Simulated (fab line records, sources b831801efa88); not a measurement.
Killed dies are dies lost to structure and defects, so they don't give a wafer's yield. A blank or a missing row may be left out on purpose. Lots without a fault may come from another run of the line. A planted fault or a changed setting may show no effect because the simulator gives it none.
Tool commonality check | flow gf180mcu | 11 lots, 33 wafers sampled

WHY IT WAS OPENED
At GF_PSD_TW_MEAS_11 the reading PSD_TW is flagged on 2 of 11 lots. Wafers without a fault read 3187, standard deviation 16.
Rule: a lot is flagged when every wafer of it that has a number lies more than 4 standard deviations from that mean, or none has a number. The other lots count as sound.

lot  | measured     | on            | PSD_TW, wafer by wafer | flag
L133 | day 15 01:20 | film_metro-04 | 3163 3168 3159         |
L135 | day 15 09:16 | film_metro-03 | 3206 3197 3197         |
L137 | day 15 23:08 | film_metro-03 | 3193 3216 3204         |
L141 | day 17 07:40 | film_metro-01 | 3196 3217 3209         |
L142 | day 17 16:27 | film_metro-04 | 3165 3173 3175         |
L143 | day 18 02:32 | film_metro-04 | 3576 3553 3573         | FLAGGED
L147 | day 19 12:46 | film_metro-03 | 3184 3161 3190         |
L148 | day 19 19:33 | film_metro-04 | 3579 3580 3566         | FLAGGED
L152 | day 21 10:02 | film_metro-04 | 3185 3169 3180         |
L154 | day 21 17:15 | film_metro-04 | 3177 3169 3168         |
L155 | day 22 07:16 | film_metro-04 | 3191 3179 3175         |
The numbers of the flagged lots are 3571 on average: +384 against the usual, or +24 standard deviations.

WHICH TOOL RAN EACH LOT
The record holds 2 process steps before the reading, out of a route of 602 steps. In each cell: the tool, then ch and the chambers that the sampled wafers went through, then the start.
lot  | flag    | GF_PSD_IMPLANT_09               | GF_PSD_STRIP_10
L133 |         | implanter-02 ch 0, day 15 01:07 | plasma_asher-03 ch 0,1, day 15 01:15
L135 |         | implanter-02 ch 0, day 15 09:01 | plasma_asher-04 ch 0,1, day 15 09:09
L137 |         | implanter-01 ch 0, day 15 22:55 | plasma_asher-04 ch 0,1, day 15 23:02
L141 |         | implanter-04 ch 0, day 17 07:26 | plasma_asher-03 ch 0,1, day 17 07:34
L142 |         | implanter-02 ch 0, day 17 16:12 | plasma_asher-03 ch 0,1, day 17 16:21
L143 | FLAGGED | implanter-01 ch 0, day 18 01:58 | plasma_asher-04 ch 1, day 18 02:25
L147 |         | implanter-01 ch 0, day 19 12:31 | plasma_asher-03 ch 0,1, day 19 12:40
L148 | FLAGGED | implanter-01 ch 0, day 19 18:59 | plasma_asher-02 ch 0,1, day 19 19:27
L152 |         | implanter-01 ch 0, day 21 09:47 | plasma_asher-02 ch 0,1, day 21 09:56
L154 |         | implanter-04 ch 0, day 21 17:00 | plasma_asher-03 ch 0,1, day 21 17:09
L155 |         | implanter-04 ch 0, day 22 07:03 | plasma_asher-03 ch 0,1, day 22 07:11
What these steps do:
- GF_PSD_IMPLANT_09
- GF_PSD_STRIP_10: strips in O2/N2.
- GF_PSD_TW_MEAS_11

FLAGGED OVER TOTAL, TOOL BY TOOL (the gauges that took the reading come last)
step              | tool            | lots run | flagged | share of the flagged lots | sound lots run after its first flagged lot
GF_PSD_IMPLANT_09 | implanter-01    | 5        | 2       | all                       | 2 (L147,L152)
GF_PSD_IMPLANT_09 | implanter-02    | 3        | 0       | none                      | -
GF_PSD_IMPLANT_09 | implanter-04    | 3        | 0       | none                      | -
GF_PSD_STRIP_10   | plasma_asher-02 | 2        | 1       | some                      | 1 (L152)
GF_PSD_STRIP_10   | plasma_asher-03 | 6        | 0       | none                      | -
GF_PSD_STRIP_10   | plasma_asher-04 | 3        | 1       | some                      | 0
GF_PSD_TW_MEAS_11 | film_metro-01   | 1        | 0       | none                      | -
GF_PSD_TW_MEAS_11 | film_metro-03   | 3        | 0       | none                      | -
GF_PSD_TW_MEAS_11 | film_metro-04   | 7        | 2       | all                       | 3 (L152,L154,L155)

WHAT THE TABLE ALLOWS
2 rows of the table ran every flagged lot: implanter-01 at GF_PSD_IMPLANT_09, film_metro-04 at GF_PSD_TW_MEAS_11.
- implanter-01 at GF_PSD_IMPLANT_09: 2 of its 5 lots flagged. Sound lots ran on it after the first flagged one (L147, L152), which a lasting fault on the whole tool wouldn't allow.
- film_metro-04 at GF_PSD_TW_MEAS_11: 2 of its 7 lots flagged. Sound lots ran on it after the first flagged one (L152, L154, L155), which a lasting fault on the whole tool wouldn't allow.
No row of the table ran every flagged lot and no sound lot after the first.

WHAT THE SIMULATOR HAD PUT IN
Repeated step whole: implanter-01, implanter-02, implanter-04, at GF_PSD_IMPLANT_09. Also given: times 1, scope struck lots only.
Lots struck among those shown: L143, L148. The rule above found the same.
